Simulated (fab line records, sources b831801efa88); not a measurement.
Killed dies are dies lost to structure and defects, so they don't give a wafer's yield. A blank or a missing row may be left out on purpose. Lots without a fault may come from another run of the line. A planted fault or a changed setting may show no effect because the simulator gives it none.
Which tool did it? | flow gf180mcu | 14 lots, 42 wafers sampled, at 4 steps of a route of 602

WHAT THE GAUGES READ, wafer by wafer
GF_LVPWELL_TW_MEAS_11.
lot  | measured    | on            | LVPWELL_TW
L155 | day 4 03:50 | film_metro-02 | 561 560 560
L156 | day 4 08:19 | film_metro-02 | 560 560 561
L157 | day 4 14:29 | film_metro-04 | 564 569 567
L158 | day 4 20:35 | film_metro-04 | 569 569 565
L160 | day 5 09:31 | film_metro-01 | 562 560 561
L167 | day 6 22:44 | film_metro-01 | 560 563 565
L169 | day 7 11:23 | film_metro-01 | 560 562 560
L170 | day 7 14:19 | film_metro-04 | 562 567 568
L171 | day 7 20:10 | film_metro-01 | 563 561 562
L172 | day 8 02:38 | film_metro-04 | 566 568 570
L173 | day 8 07:31 | film_metro-04 | 567 566 567
L175 | day 8 17:52 | film_metro-04 | 567 569 568
L176 | day 9 01:11 | film_metro-01 | 559 561 559
L177 | day 9 05:58 | film_metro-04 | 567 571 575

GF_DUAL_GATE_OVL_MEAS_11.
lot  | measured     | on         | DUAL_GATE_OVL (nm)
L155 | day 8 16:07  | overlay-02 | -0.2 -0.6 -0.2
L156 | day 8 22:29  | overlay-02 | -2.0 -1.7 -1.2
L157 | day 9 04:45  | overlay-02 | -0.9 -0.8 -1.0
L158 | day 9 13:10  | overlay-01 | 0.4 2.4 1.5
L160 | day 10 04:28 | overlay-01 | 2.6 4.0 2.8
L167 | day 12 03:09 | overlay-01 | 0.9 1.8 2.1
L169 | day 12 18:02 | overlay-02 | -0.6 0.5 -0.6
L170 | day 12 20:18 | overlay-02 | 1.5 0.3 3.1
L171 | day 13 04:47 | overlay-02 | -2.3 -3.1 -3.7
L172 | day 13 14:05 | overlay-01 | 0.4 -1.7 -1.3
L173 | day 13 20:02 | overlay-02 | 2.8 1.3 2.2
L175 | day 14 11:05 | overlay-02 | 0.6 1.5 2.8
L176 | day 14 22:24 | overlay-02 | 0.7 -0.1 1.5
L177 | day 14 22:42 | overlay-01 | 2.4 2.8 2.9

GF_POLY_GATE_OVL_MEAS_11.
lot  | measured     | on         | POLY_GATE_OVL (nm)
L155 | day 9 12:15  | overlay-02 | 2 -13 -7
L156 | day 9 18:37  | overlay-02 | -6 -11 -9
L157 | day 10 01:20 | overlay-02 | 5 -1 1
L158 | day 10 10:49 | overlay-02 | -6 -1 0
L160 | day 11 02:16 | overlay-02 | -9 -12 -17
L167 | day 13 01:31 | overlay-01 | 1 3 -2
L169 | day 13 17:08 | overlay-02 | 0 -5 1
L170 | day 13 19:56 | overlay-01 | -10 -5 -12
L171 | day 14 06:55 | overlay-01 | -6 -6 -4
L172 | day 14 18:10 | overlay-02 | -3 1 4
L173 | day 15 00:58 | overlay-01 | -12 -5 -5
L175 | day 15 12:17 | overlay-01 | -9 -10 -8
L176 | day 15 22:46 | overlay-02 | -13 -1 -4
L177 | day 16 00:21 | overlay-01 | -2 -6 -4

WHICH TOOL RAN EACH LOT (tool, then ch and the chambers of the sampled wafers, then the start)
lot  | GF_DUAL_GATE_OXIDATION_02
L155 | furnace-02 ch 0, day 7 22:31
L156 | furnace-01 ch 0, day 8 04:34
L157 | furnace-01 ch 0, day 8 10:31
L158 | furnace-01 ch 0, day 8 18:38
L160 | furnace-01 ch 0, day 9 09:31
L167 | furnace-02 ch 0, day 11 06:49
L169 | furnace-02 ch 0, day 11 21:31
L170 | furnace-01 ch 0, day 12 00:38
L171 | furnace-01 ch 0, day 12 08:05
L172 | furnace-01 ch 0, day 12 17:23
L173 | furnace-02 ch 0, day 12 22:37
L175 | furnace-01 ch 0, day 13 13:44
L176 | furnace-01 ch 0, day 14 00:47
L177 | furnace-01 ch 0, day 14 00:47
- GF_DUAL_GATE_OXIDATION_02: stabilise 600 s, purge 300 s, target thk 10.887 nm.

WHAT THE TOOLS THEMSELVES READ (means of the sampled wafers that have a number; where no wafer has one, the mark that the record gives instead)
GF_DUAL_GATE_OXIDATION_02.
lot  | tool       | spike_tc_bottom_C (C) | spike_tc_centre_C (C) | spike_tc_lower_C (C) | spike_tc_upper_C (C) | tube_center_temp_C (C) | tube_center_temp_C_max | zone_power_centre_pct (%) | zone_power_lower_pct (%)
L155 | furnace-02 | 916.6                 | 900.9                 | 901.3                | 899.4                | 899.98                 | 902.3                  | 18.7                      | 19.3
L156 | furnace-01 | 918.8                 | 901.6                 | 901.5                | 899.6                | 900.07                 | 902.4                  | 19.4                      | 18.9
L157 | furnace-01 | 917.8                 | 900.9                 | 901.4                | 900.3                | 900.02                 | 902.4                  | 19.3                      | 18.9
L158 | furnace-01 | 915.1                 | 897.8                 | 898.3                | 895.5                | 896.96                 | 898.8                  | 19.0                      | 18.7
L160 | furnace-01 | 915.2                 | 897.7                 | 897.4                | 896.1                | 896.90                 | 898.9                  | 19.3                      | 18.9
L167 | furnace-02 | 915.4                 | 900.7                 | 901.1                | 899.1                | 900.01                 | 902.3                  | 18.8                      | 19.6
L169 | furnace-02 | 915.4                 | 901.4                 | 901.8                | 898.6                | 900.05                 | 902.1                  | 18.6                      | 19.5
L170 | furnace-01 | 918.1                 | 901.8                 | 901.7                | 898.3                | 900.00                 | 901.9                  | 19.3                      | 19.0
L171 | furnace-01 | 917.7                 | 900.7                 | 900.8                | 899.7                | 899.94                 | 902.1                  | 19.2                      | 18.9
L172 | furnace-01 | 919.3                 | 900.0                 | 901.0                | 899.6                | 899.96                 | 902.3                  | 19.4                      | 18.9
L173 | furnace-02 | 915.7                 | 900.5                 | 901.5                | 898.6                | 900.01                 | 902.2                  | 18.6                      | 19.6
L175 | furnace-01 | 918.0                 | 901.2                 | 902.2                | 898.9                | 899.94                 | 902.4                  | 19.3                      | 18.8
L176 | furnace-01 | 918.7                 | 901.5                 | 902.9                | 898.9                | 900.08                 | 902.5                  | 19.4                      | 18.8
L177 | furnace-01 | 917.7                 | 900.7                 | 901.3                | 899.3                | 899.96                 | 902.4                  | 19.4                      | 19.0

THE ANSWER, worked out from the rows above alone
Rule: what is usual is taken from the lots themselves. Put in order of their means at a reading, lots are off if they are a third of the lots or fewer, leave a main group of 4 or more, and stand apart from it by a gap of 3 or more times the standard deviation of the main group's means; of several such gaps the widest counts. A main group whose means are all the same, to the digits that the tables above print for the reading, isn't used. A lot without any number at a reading at which 4 lots or more have one is off too. The other lots that the step has rows for count as sound. The gauges are gone through in route order, then the tools' own readings, and for those a lot's mean is taken as printed above. The first step at which some lot is off is used, and at that step the reading that is off furthest; a lot without a number counts as furthest.
Off: L158, L160, at GF_DUAL_GATE_OXIDATION_02 (tube_center_temp_C). The main group: mean 900.00 C, standard deviation 0.046.
A tool fits if, at that step or a process step before it, it ran every lot that is off, and no sound lot after the first of them. None of those tried fits.

WHAT THE SIMULATOR HAD PUT IN
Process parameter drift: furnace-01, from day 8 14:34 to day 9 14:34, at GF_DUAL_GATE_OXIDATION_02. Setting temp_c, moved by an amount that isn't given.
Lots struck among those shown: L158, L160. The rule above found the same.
